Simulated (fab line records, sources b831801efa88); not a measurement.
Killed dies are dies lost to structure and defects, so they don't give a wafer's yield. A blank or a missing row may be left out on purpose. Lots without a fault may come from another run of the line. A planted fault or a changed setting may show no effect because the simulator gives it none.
fab line records | flow sky130
record lots=6 wafers=18 last_day=50
route steps=708 shown POLY_GATE@236 LDD_N@237 LDD_P@255 PAD_OPEN@708
lots that met no fault: from a run of the same line without faults
start_h: hours from the record's first day to the start of the lot's first wafer shown | wait_h: hours since the lot's step before | " the same as in the row above | L1.1+2: a row that stands for several wafers | - no value, or no start given | * or withheld: withheld | < > ~ a bound
route shown NAME@n: a module of which the file shows steps, and the number in the route of the first | usual: mean/standard deviation of fault-free wafers | same: alike in all rows | chamber/n: place in a boat | sites: the reading at each site | _std_site: their standard deviation | _edge_site: outer sites' mean less inner sites' | radius_mm: how far each site lies from the wafer's centre | mask NAME#n: copy n | behind: the tool/chamber that last shaped the wafer | hold: why the lot was held/for how many hours/how that ended | device: the transistor (n, p or np) that didn't switch | end of line: the same wafers' tests at the end of the route | a step without rows: its recipe alone | killed: dies lost to structure and defects at the first sort, not the wafer's yield | map: a wafer's dies, x killed, . not, _ none there
set.NAME: the setting as run; set.NAME@STEP: as run at that earlier step | model.NAME: the simulator's own value behind a step, which no gauge read
lots at some steps of the route; a table a step, a row a wafer
services: from which hour (start_h, from the record's first day; less than 0 if before it) a tool's chamber was out of use, for how many hours, and why
## steps
# step SKY_POLY_GATE_CD_MEAS_22
# usual cd_nm=149.5/1.8
# columns lot.wafer tool chamber start_h wait_h cd_nm
L347.1 cd_sem-02 - 392.98 0.1 149.8
L347.2 " - " " 150.0
L347.3 " - " " 149.5
L350.2 cd_sem-02 - 413.89 0.1 149.8
L350.3 " - " " 149.4
L350.4 " - " " 153.2
L351.1 cd_sem-02 - 427.71 0.1 150.1
L351.4 " - " " 148.5
L351.6 " - " " 147.6
L364.2 cd_sem-01 - 546.52 0.1 149.4
L364.4 " - " " 152.4
L364.6 " - " " 153.8
L365.1 cd_sem-02 - 550.19 0.1 149.8
L365.2 " - " " 147.2
L365.5 " - " " 149.3
L366.1 cd_sem-02 - 559.35 0.1 151.1
L366.4 " - " " 149.0
L366.6 " - " " 151.3
# step SKY_LDD_N_DEHYDRATE_00
# recipe temp_c=200 time_s=60
# step SKY_LDD_N_HMDS_01
# recipe prime_time_s=60 prime_temp_c=120
# step SKY_LDD_N_COAT_02
# recipe resist=NOVOLAK spin_rpm=3000 resist_thk_nm=300
# step SKY_LDD_N_SOFTBAKE_03
# recipe temp_c=90 time_s=60 resist=NOVOLAK
# step SKY_LDD_N_EXPOSE_04
# recipe mask_id=NTM target_cd_nm=840 na=0.6 source_shape=conventional sigma_outer=0.6 dose_mj=110
# step SKY_LDD_N_PEB_05
# recipe temp_c=withheld time_s=* resist=NOVOLAK
# step SKY_LDD_N_DEVELOP_06
# recipe develop_time_s=60 dev_temp_c=23
# step SKY_LDD_N_OVL_MEAS_07
# usual LDD_N_OVL=-0.5/1.3
# columns lot.wafer tool chamber start_h wait_h LDD_N_OVL[nm]
L347.1 overlay-01 - 422.67 0.1 -2.3
L347.2 " - " " -2.0
L347.3 " - " " -0.6
L350.2 overlay-01 - 444.37 0.1 -0.9
L350.3 " - " " -1.9
L350.4 " - " " -0.4
L351.1 overlay-01 - 458.77 0.1 -0.1
L351.4 " - " " -1.4
L351.6 " - " " -2.6
L364.2 overlay-01 - 575.58 0.1 -3.3
L364.4 " - " " -1.3
L364.6 " - " " -1.2
L365.1 overlay-01 - 579.48 0.1 -0.1
L365.2 " - " " -0.4
L365.5 " - " " 0.1
L366.1 overlay-02 - 588.83 0.1 -0.6
L366.4 " - " " -1.2
L366.6 " - " " 0.2
# step SKY_LDD_N_IMPLANT_08
# recipe species=As energy_kev=20 dose_cm2=7.5e+13 tilt_deg=withheld rotation_deg=23
# step SKY_LDD_N_IMPLANT_09
# recipe species=As energy_kev=20 dose_cm2=7.5e+13 tilt_deg=withheld rotation_deg=113
# step SKY_LDD_N_IMPLANT_10
# recipe species=As energy_kev=20 dose_cm2=7.5e+13 tilt_deg=withheld rotation_deg=203
# step SKY_LDD_N_IMPLANT_11
# recipe species=As energy_kev=20 dose_cm2=7.5e+13 tilt_deg=withheld rotation_deg=293
# usual beam_on_s=10.00/0.21 dose_ions_cm2=7.499e+13/9.2e+10 faraday_current_uA=422/8.8
# columns lot.wafer tool chamber start_h wait_h beam_on_s dose_ions_cm2 faraday_current_uA
L347.1 implanter-01 0 423.15 0.1 9.95 7.496e+13 425
L347.2 " 0 " " 9.76 7.489e+13 432
L347.3 " 0 " " 10.04 7.488e+13 418
L350.2 implanter-01 0 444.88 0.1 34.17 3.3997e+14 560
L350.3 " 0 " " 34.82 3.3984e+14 551
L350.4 " 0 " " 33.78 3.3992e+14 567
L351.1 implanter-01 0 459.25 0.1 32.83 3.3979e+14 582
L351.4 " 0 " " 35.06 3.3979e+14 541
L351.6 " 0 " " 32.46 3.3959e+14 586
L364.2 implanter-01 0 576.08 0.1 10.06 7.499e+13 420
L364.4 " 0 " " 9.48 7.486e+13 445
L364.6 " 0 " " 10.09 7.486e+13 421
L365.1 implanter-03 0 579.97 0.1 9.64 7.504e+13 436
L365.2 " 0 " " 9.68 7.5e+13 434
L365.5 " 0 " " 9.99 7.488e+13 423
L366.1 implanter-01 0 589.32 0.1 9.80 7.492e+13 432
L366.4 " 0 " " 9.91 7.501e+13 426
L366.6 " 0 " " 9.92 7.493e+13 428
# step SKY_LDD_N_IMPLANT_12
# recipe species=BF2 energy_kev=50 dose_cm2=5e+12 tilt_deg=30 rotation_deg=0
# step SKY_LDD_N_IMPLANT_13
# recipe species=BF2 energy_kev=50 dose_cm2=5e+12 tilt_deg=30 rotation_deg=90
# step SKY_LDD_N_IMPLANT_14
# recipe species=BF2 energy_kev=50 dose_cm2=5e+12 tilt_deg=30 rotation_deg=180
# step SKY_LDD_N_IMPLANT_15
# recipe species=BF2 energy_kev=50 dose_cm2=5e+12 tilt_deg=30 rotation_deg=270
# step SKY_LDD_N_STRIP_16
# recipe chemistry=O2/N2 power_w=1400 pressure_mtorr=1500 platen_temp_c=withheld o2_flow_sccm=3000 n2_flow_sccm=300 overash_fraction=0.5
# usual chamber_pressure_mTorr=1500.0/1.4 drypump_motor_current_A=5.8/0.56 n2_flow_sccm=299.9/0.82 oes_product_au=0.407/0.005 strip_time_to_endpoint_s=4.316/0.016
# same overash_fraction=0.5
# columns lot.wafer tool chamber start_h wait_h chamber_pressure_mTorr drypump_motor_current_A n2_flow_sccm oes_product_au rf_hours_counter_h strip_time_to_endpoint_s
L347.1 plasma_asher-04 1 423.90 0.1 1499.3 5.1 299.9 0.408 28 4.316
L347.2 " 0 " " 1501.2 5.1 300.3 0.410 28 4.316
L347.3 " 0 " " 1499.3 5.1 301.2 0.401 - 4.301
L350.2 plasma_asher-04 1 445.60 0.1 1500.2 5.1 301.9 0.409 31 4.984
L350.3 " 0 " " 1503.1 5.1 299.3 0.410 - 4.991
L350.4 " 1 " " 1499.4 5.1 300.5 0.414 - 4.986
L351.1 plasma_asher-02 0 460.00 0.1 1498.3 6.4 300.7 0.406 3 4.984
L351.4 " 1 " " 1500.5 6.3 300.2 0.394 - 4.991
L351.6 " 0 " " 1501.0 6.4 300.7 0.393 - 4.964
L364.2 plasma_asher-02 1 576.81 0.1 1497.4 6.3 299.6 0.416 14 4.301
L364.4 " 0 " " 1499.1 6.4 299.9 0.412 - 4.341
L364.6 " 0 " " 1500.2 6.4 299.2 0.414 - 4.329
L365.1 plasma_asher-02 1 580.72 0.1 1496.5 6.3 300.0 0.412 15 4.315
L365.2 " 0 " " 1498.8 6.4 299.0 0.403 15 4.315
L365.5 " 0 " " 1499.3 6.4 299.8 0.411 - 4.329
L366.1 plasma_asher-01 0 590.07 0.1 1499.4 6.1 299.5 0.410 87 4.325
L366.4 " 0 " " 1499.6 6.1 299.7 0.401 - 4.322
L366.6 " 0 " " 1500.0 6.1 300.5 0.416 - 4.331
# step SKY_LDD_N_TW_MEAS_17
# usual LDD_N_TW=2588/21
# columns lot.wafer tool chamber start_h wait_h LDD_N_TW
L347.1 film_metro-03 - 424.00 0.1 2574
L347.2 " - " " 2567
L347.3 " - " " 2594
L350.2 film_metro-04 - 445.71 0.1 2865
L350.3 " - " " 2867
L350.4 " - " " 2866
L351.1 film_metro-04 - 460.10 0.1 2873
L351.4 " - " " 2887
L351.6 " - " " 2889
L364.2 film_metro-03 - 576.92 0.1 2582
L364.4 " - " " 2571
L364.6 " - " " 2585
L365.1 film_metro-01 - 580.82 0.1 2618
L365.2 " - " " 2627
L365.5 " - " " 2603
L366.1 film_metro-04 - 590.17 0.1 2592
L366.4 " - " " 2595
L366.6 " - " " 2592
# step SKY_LDD_P_DEHYDRATE_00
# recipe temp_c=200 time_s=60
# step SKY_PAD_OPEN_PROBE_99
# usual killed_at_M0_to_M3=43/7.4 killed_at_M4_up=3.1/1.9 killed_at_contacts=25/5.4 killed_at_front_end=15/4.3 killed_at_other=0.3/0.54 killed_dies=86/10 killed_open=46/7.4 killed_short=40/7
# same gross_dies=492 killed_at_back_side=0
# columns lot.wafer tool chamber start_h wait_h killed_at_M0_to_M3 killed_at_M4_up killed_at_contacts killed_at_front_end killed_at_other killed_dies killed_open killed_short model.etest.tip_n.rs_ohm_sq model.etest.nfet_01v8.r_on_ohm_um model.etest.nfet_01v8_lvt.drive_ua_um model.etest.nfet_01v8_turned.drive_ua_um model.etest.nfet_01v8.drive_ua_um model.etest.sram_nfet_pass.drive_ua_um model.etest.nfet_01v8_swapped.drive_ua_um model.etest.sram_nfet_pass.off_log10_a_um
L347.1 prober-01 - 1094.47 0.1 47 9 23 22 1 102 50 52 442.5 845 574.1 505.6 504.7 508.3 503.5 -12.54
L347.2 prober-01 - 1094.52 0.1 40 3 37 10 0 90 51 39 442.8 826.1 578.8 515.3 510.9 521.3 515.3 -12.41
L347.3 prober-01 - 1094.57 0.2 49 1 21 20 0 91 50 40 442.5 835.2 580.4 512.8 513.9 498.6 516.4 -12.68
L350.2 prober-02 - 1105.40 0.1 46 3 22 15 1 87 48 39 313.3 753.8 632.3 555.3 558.7 535.6 555.7 -12.22
L350.3 prober-02 - 1105.45 0.2 40 7 25 8 0 80 35 45 313.1 758 630.9 552.3 550.6 534.8 544.3 -12.32
L350.4 prober-02 - 1105.50 0.2 75 4 18 21 0 118 61 57 314.5 785.3 615.5 535.9 533.5 514 534.8 -12.51
L351.1 prober-01 - 1114.21 0.1 39 3 14 18 1 75 41 34 308 758.7 628 559.4 555.3 539.1 553.1 -12.36
L351.4 prober-01 - 1114.36 0.2 37 2 41 9 0 89 46 43 310 770.5 632.9 557.6 548.9 544.7 550.3 -12.35
L351.6 prober-01 - 1114.46 0.2 52 1 30 12 0 95 60 35 310 747.3 637.4 563.7 565.5 557.7 557.3 -11.92
L364.2 prober-02 - 1189.75 0.1 43 1 29 14 1 88 56 31 446.8 831.3 581 504.9 504.8 493.3 506.1 -12.59
L364.4 prober-02 - 1189.85 0.2 37 2 18 18 1 76 43 32 445.3 848 571.2 495.9 496.4 483.6 501.6 -12.75
L364.6 prober-02 - 1189.95 0.2 45 4 35 14 0 98 47 51 446.3 848 574.6 500.1 500.8 474.2 501.9 -12.89
L365.1 prober-01 - 1191.12 0.1 34 2 27 14 0 77 40 35 439.8 840 580.7 508.6 504.8 499.4 501.5 -12.48
L365.2 prober-01 - 1191.17 0.1 37 0 27 17 0 81 39 38 441.7 825 581 515.4 515.6 486.8 509.7 -12.78
L365.5 prober-01 - 1191.32 0.2 44 4 27 11 0 86 46 40 437.3 828.5 577.2 506.2 507.3 502.2 507.4 -12.52
L366.1 prober-02 - 1193.99 0.1 42 2 24 15 1 84 39 45 443.2 844.3 576.9 507.7 502.7 490.3 505.1 -12.92
L366.4 prober-02 - 1194.14 0.2 38 3 26 10 0 77 49 28 442.1 830.8 579.8 506.1 508.1 491.6 504.4 -12.94
L366.6 prober-02 - 1194.24 0.2 29 3 30 10 0 72 45 27 440.9 839 577.9 509.4 510.7 499.3 516.5 -12.68
# killed by level:class
L347.1 VIA3:geometric_particle:open=11 METAL4:geometric_particle:short=8 POLY_GATE:geometric_particle:open=7 LI_CONTACT:geometric_particle:short=7 LI_CONTACT:geometric_particle:open=7 VIA1:geometric_particle:short=6 VIA3:geometric_particle:short=6 VIA1:geometric_particle:open=6
L347.2 LI_CONTACT:geometric_particle:open=12 METAL2:geometric_particle:short=8 CONTACT:geometric_particle:open=8 VIA1:geometric_particle:open=8 CONTACT:geometric_particle:short=7 VIA3:geometric_particle:open=7 LOCAL_INTERCONNECT:geometric_particle:short=5 VIA2:geometric_particle:open=5
L347.3 LI_CONTACT:geometric_particle:open=11 METAL2:geometric_particle:short=9 VIA1:geometric_particle:open=8 CONTACT:geometric_particle:open=7 VIA2:geometric_particle:open=7 VIA3:geometric_particle:short=6 POLY_GATE:geometric_particle:open=5 METAL1:geometric_particle:short=5
L350.2 VIA1:geometric_particle:open=19 LI_CONTACT:geometric_particle:open=7 VIA1:geometric_particle:short=6 LOCAL_INTERCONNECT:geometric_particle:short=5 CONTACT:geometric_particle:open=5 METAL2:geometric_particle:short=5 VIA3:geometric_particle:open=5 SPACER:geometric_particle:short=4
L350.3 VIA1:geometric_particle:open=8 METAL2:geometric_particle:short=8 LI_CONTACT:geometric_particle:open=7 METAL4:geometric_particle:short=7 VIA2:geometric_particle:open=6 CONTACT:geometric_particle:short=5 LOCAL_INTERCONNECT:geometric_particle:short=5 CONTACT:geometric_particle:open=5
L350.4 VIA1:geometric_particle:open=17 VIA2:geometric_particle:open=13 METAL2:geometric_particle:short=9 LOCAL_INTERCONNECT:geometric_particle:short=8 VIA3:geometric_particle:open=8 FIELD_ISO:geometric_particle:short=6 METAL1:geometric_particle:short=6 FIELD_ISO:geometric_particle:open=5
L351.1 VIA1:geometric_particle:open=10 FIELD_ISO:geometric_particle:open=8 METAL2:geometric_particle:short=7 CONTACT:geometric_particle:open=6 VIA2:geometric_particle:open=5 FIELD_ISO:geometric_particle:short=4 LI_CONTACT:geometric_particle:open=4 VIA1:geometric_particle:short=3
L351.4 CONTACT:geometric_particle:open=16 CONTACT:geometric_particle:short=10 VIA1:geometric_particle:open=8 VIA2:geometric_particle:short=7 VIA2:geometric_particle:open=7 LI_CONTACT:geometric_particle:open=6 LOCAL_INTERCONNECT:geometric_particle:short=5 FIELD_ISO:geometric_particle:open=4
L351.6 VIA1:geometric_particle:open=15 CONTACT:geometric_particle:open=14 LI_CONTACT:geometric_particle:open=8 METAL2:geometric_particle:short=8 VIA2:geometric_particle:open=7 VIA3:geometric_particle:open=6 FIELD_ISO:geometric_particle:open=4 METAL1:geometric_particle:short=4
L364.2 VIA1:geometric_particle:open=16 CONTACT:geometric_particle:open=10 VIA2:geometric_particle:open=9 LI_CONTACT:geometric_particle:open=7 VIA3:geometric_particle:open=6 FIELD_ISO:geometric_particle:short=4 LI_CONTACT:geometric_particle:short=4 LOCAL_INTERCONNECT:geometric_particle:short=4
L364.4 VIA1:geometric_particle:open=12 VIA2:geometric_particle:open=7 VIA3:geometric_particle:open=6 FIELD_ISO:geometric_particle:short=5 LOCAL_INTERCONNECT:geometric_particle:short=4 CONTACT:geometric_particle:short=4 CONTACT:geometric_particle:open=4 POLY_GATE:geometric_particle:short=3
L364.6 LOCAL_INTERCONNECT:geometric_particle:short=9 CONTACT:geometric_particle:open=9 VIA3:geometric_particle:open=9 LI_CONTACT:geometric_particle:open=8 METAL2:geometric_particle:short=7 VIA1:geometric_particle:open=6 CONTACT:geometric_particle:short=6 METAL1:geometric_particle:short=6
L365.1 CONTACT:geometric_particle:open=10 VIA1:geometric_particle:open=10 METAL1:geometric_particle:short=6 LI_CONTACT:geometric_particle:open=5 CONTACT:geometric_particle:short=5 METAL2:geometric_particle:short=5 VIA2:geometric_particle:open=5 VIA3:geometric_particle:open=4
L365.2 CONTACT:geometric_particle:open=10 VIA1:geometric_particle:open=8 LI_CONTACT:geometric_particle:open=7 CONTACT:geometric_particle:short=6 VIA3:geometric_particle:open=5 VIA3:geometric_particle:short=5 FIELD_ISO:geometric_particle:short=4 VIA1:geometric_particle:short=4
L365.5 VIA3:geometric_particle:open=10 CONTACT:geometric_particle:open=9 VIA1:geometric_particle:open=9 METAL2:geometric_particle:short=8 LI_CONTACT:geometric_particle:open=6 CONTACT:geometric_particle:short=6 METAL1:geometric_particle:short=5 VIA2:geometric_particle:short=5
L366.1 METAL1:geometric_particle:short=10 CONTACT:geometric_particle:open=8 FIELD_ISO:geometric_particle:short=7 VIA1:geometric_particle:open=6 LI_CONTACT:geometric_particle:open=5 CONTACT:geometric_particle:short=5 VIA2:geometric_particle:open=5 METAL2:geometric_particle:short=4
L366.4 VIA1:geometric_particle:open=12 LI_CONTACT:geometric_particle:open=9 CONTACT:geometric_particle:open=9 VIA2:geometric_particle:open=6 POLY_GATE:geometric_particle:open=4 METAL1:geometric_particle:short=4 VIA2:geometric_particle:short=4 CONTACT:geometric_particle:short=3
L366.6 CONTACT:geometric_particle:open=13 VIA1:geometric_particle:open=7 LI_CONTACT:geometric_particle:open=7 METAL1:geometric_particle:short=6 LI_CONTACT:geometric_particle:short=4 CONTACT:geometric_particle:short=3 VIA2:geometric_particle:open=3 FIELD_ISO:geometric_particle:short=2
## services
# columns tool chamber start_h hours kind
implanter-01 - 409.84 1.1 repair
plasma_asher-02 - 421.25 9.0 pm
plasma_asher-02 0 421.25 9.0 vent_cycle
plasma_asher-02 1 421.25 9.0 vent_cycle
plasma_asher-02 0 430.25 - clean
plasma_asher-02 1 430.25 - clean
implanter-01 - 454.96 3.6 pm
implanter-01 - 474.94 5.0 repair
implanter-01 - 527.62 1.9 repair
plasma_asher-04 - 530.05 0.4 repair
implanter-01 - 535.82 6.0 pm
plasma_asher-02 - 536.14 2.8 pm
implanter-03 - 541.86 3.9 pm
implanter-03 - 546.32 1.6 repair
implanter-03 - 559.10 6.6 repair
implanter-01 - 564.17 3.5 repair
plasma_asher-04 - 572.29 35.1 repair
plasma_asher-04 - 579.90 4.8 repair
## key
first_sign step=SKY_LDD_N_IMPLANT_11 reading=dose_ions_cm2 direction=up sigmas=99+ usual=* struck=*
effect step=SKY_LDD_N_IMPLANT_11 reading=beam_on_s direction=up sigmas=99+ usual=10.00 struck=33.85
effect step=SKY_LDD_N_STRIP_16 reading=strip_time_to_endpoint_s direction=up sigmas=41 usual=* struck=*
effect step=SKY_LDD_N_TW_MEAS_17 reading=LDD_N_TW direction=up sigmas=14 usual=2588 struck=2875
model_effect step=SKY_PAD_OPEN_PROBE_99 value=etest.tip_n.rs_ohm_sq without=440.1 struck=311.5
met_at SKY_LDD_N_IMPLANT_11
struck_wafers L350.2,L350.3,L350.4,L351.1,L351.4,L351.6
tester_left_out L350,L351
onset_between 423.15 444.88
fault kind=process_parameter_drift tool=implanter-01 chamber=- onset_h=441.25 steps=SKY_LDD_N_IMPLANT_11 channel=dose_cm2 offset=* shape=step end_h=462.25 acts_in=* stated=*
# tester_left_out: of these lots the tester's yield and bins aren't shown, on N5 and GAA mostly nor the transistor test; their killed dies are dies lost to structure and defects alone, not to doping, threshold or leakage, so they don't give the yield
